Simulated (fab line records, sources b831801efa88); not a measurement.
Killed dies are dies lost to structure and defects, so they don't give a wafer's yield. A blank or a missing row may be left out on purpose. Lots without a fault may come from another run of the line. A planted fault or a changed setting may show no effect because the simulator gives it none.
Which tool did it? | flow sky130 | 14 lots, 40 wafers sampled, at 2 steps of a route of 708

WHAT THE GAUGES READ, wafer by wafer
The record holds no reading of a measuring or inspecting step that can be judged against a usual standard deviation.

WHICH TOOL RAN EACH LOT (tool, then ch and the chambers of the sampled wafers, then the start)
lot  | SKY_METAL5_METAL_ETCH_15          | SKY_METAL5_STRIP_16
L394 | rie_metal-03 ch 0,1, day 43 22:00 | plasma_asher-01 ch 0,1, day 43 22:14
L395 | rie_metal-03 ch 0,1, day 44 01:23 | plasma_asher-01 ch 0,1, day 44 01:34
L396 | rie_metal-04 ch 1, day 44 15:33   | plasma_asher-04 ch 0,1, day 44 15:47
L398 | rie_metal-04 ch 0,1, day 44 23:06 | plasma_asher-03 ch 0,1, day 44 23:20
L400 | rie_metal-03 ch 0,1, day 45 07:39 | plasma_asher-03 ch 0,1, day 45 07:53
L399 | rie_metal-02 ch 1, day 45 08:46   | plasma_asher-01 ch 0,1, day 45 09:14
L401 | rie_metal-03 ch 0,1, day 45 20:02 | plasma_asher-04 ch 0,1, day 45 20:17
L402 | rie_metal-04 ch 0,1, day 46 04:00 | plasma_asher-01 ch 0,1, day 46 04:14
L403 | rie_metal-02 ch 0,1, day 46 08:47 | plasma_asher-03 ch 0,1, day 46 09:02
L412 | rie_metal-04 ch 1, day 48 14:24   | plasma_asher-03 ch 0,1, day 48 14:38
L413 | rie_metal-04 ch 1, day 48 15:47   | plasma_asher-04 ch 1, day 48 16:02
L414 | rie_metal-03 ch 0, day 48 19:44   | plasma_asher-04 ch 0,1, day 48 20:13
L415 | rie_metal-03 ch 0, day 48 23:51   | plasma_asher-01 ch 0,1, day 49 00:14
L417 | rie_metal-02 ch 0,1, day 49 10:17 | plasma_asher-04 ch 0,1, day 49 10:32
- SKY_METAL5_METAL_ETCH_15: etches the open film in Cl2/BCl3, stops on SiO2, target depth 1260 nm, time 252 s.
- SKY_METAL5_STRIP_16: strips in O2/N2.

WHAT THE TOOLS THEMSELVES READ (means of the sampled wafers that have a number; where no wafer has one, the mark that the record gives instead)
SKY_METAL5_METAL_ETCH_15.
lot  | tool         | drypump_motor_current_A (A) | he_backside_leak_sccm (sccm) | oes_product_au (a.u.) | throttle_valve_pct (%)
L394 | rie_metal-03 | 5.1                         | 3.18                         | 0.898                 | 22.260
L395 | rie_metal-03 | 5.0                         | 3.00                         | 0.898                 | 22.265
L396 | rie_metal-04 | 5.7                         | 3.27                         | 0.894                 | 22.259
L398 | rie_metal-04 | 5.8                         | 3.31                         | 0.898                 | 22.255
L400 | rie_metal-03 | 5.0                         | 3.06                         | 0.897                 | 22.263
L399 | rie_metal-02 | 6.0                         | 3.43                         | 0.895                 | 22.263
L401 | rie_metal-03 | 5.0                         | 3.11                         | 0.897                 | 22.254
L402 | rie_metal-04 | 5.8                         | 3.33                         | 0.899                 | 22.264
L403 | rie_metal-02 | 5.9                         | 3.25                         | 0.897                 | 22.257
L412 | rie_metal-04 | 5.7                         | 3.17                         | 0.897                 | 22.264
L413 | rie_metal-04 | 5.7                         | 3.46                         | 0.897                 | 22.260
L414 | rie_metal-03 | 5.1                         | 3.16                         | 0.895                 | 22.262
L415 | rie_metal-03 | 5.1                         | 3.18                         | 0.897                 | 22.263
L417 | rie_metal-02 | 5.8                         | 3.51                         | 0.891                 | 22.254

SKY_METAL5_STRIP_16.
lot  | tool            | drypump_motor_current_A (A) | oes_product_au (a.u.) | strip_time_to_endpoint_s (s)
L394 | plasma_asher-01 | 5.57                        | 0.711                 | 13.05
L395 | plasma_asher-01 | 5.40                        | 0.711                 | 13.04
L396 | plasma_asher-04 | 5.84                        | 0.712                 | 13.23
L398 | plasma_asher-03 | 5.92                        | 0.712                 | 12.96
L400 | plasma_asher-03 | 5.91                        | 0.706                 | 13.04
L399 | plasma_asher-01 | 5.58                        | 0.708                 | 12.90
L401 | plasma_asher-04 | 5.80                        | 0.712                 | 13.10
L402 | plasma_asher-01 | 5.44                        | 0.709                 | 13.12
L403 | plasma_asher-03 | 5.87                        | 0.712                 | 13.01
L412 | plasma_asher-03 | 5.89                        | 0.585                 | 8.56
L413 | plasma_asher-04 | 5.86                        | 0.650                 | 10.84
L414 | plasma_asher-04 | 5.83                        | 0.711                 | 12.99
L415 | plasma_asher-01 | 5.60                        | 0.708                 | 13.01
L417 | plasma_asher-04 | 5.81                        | 0.711                 | 13.05

THE ANSWER, worked out from the rows above alone
Rule: what is usual is taken from the lots themselves. Put in order of their means at a reading, lots are off if they are a third of the lots or fewer, leave a main group of 4 or more, and stand apart from it by a gap of 3 or more times the standard deviation of the main group's means; of several such gaps the widest counts. A main group whose means are all the same, to the digits that the tables above print for the reading, isn't used. A lot without any number at a reading at which 4 lots or more have one is off too. The other lots that the step has rows for count as sound. The gauges are gone through in route order, then the tools' own readings, and for those a lot's mean is taken as printed above. The first step at which some lot is off is used, and at that step the reading that is off furthest; a lot without a number counts as furthest.
Off: L412, L413, at SKY_METAL5_STRIP_16 (oes_product_au). The main group: mean 0.710 a.u., standard deviation 0.0019.
A tool fits if, at that step or a process step before it, it ran every lot that is off, and no sound lot after the first of them. One fits: rie_metal-04 at SKY_METAL5_METAL_ETCH_15. Its last sound lot is L402 (day 46 04:00), its first lot that is off L412 (day 48 14:24): a fault that began between those two fits.

WHAT THE SIMULATOR HAD PUT IN
Process parameter drift: rie_metal-04, from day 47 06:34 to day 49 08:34, at SKY_METAL5_METAL_ETCH_15. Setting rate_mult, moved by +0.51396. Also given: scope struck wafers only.
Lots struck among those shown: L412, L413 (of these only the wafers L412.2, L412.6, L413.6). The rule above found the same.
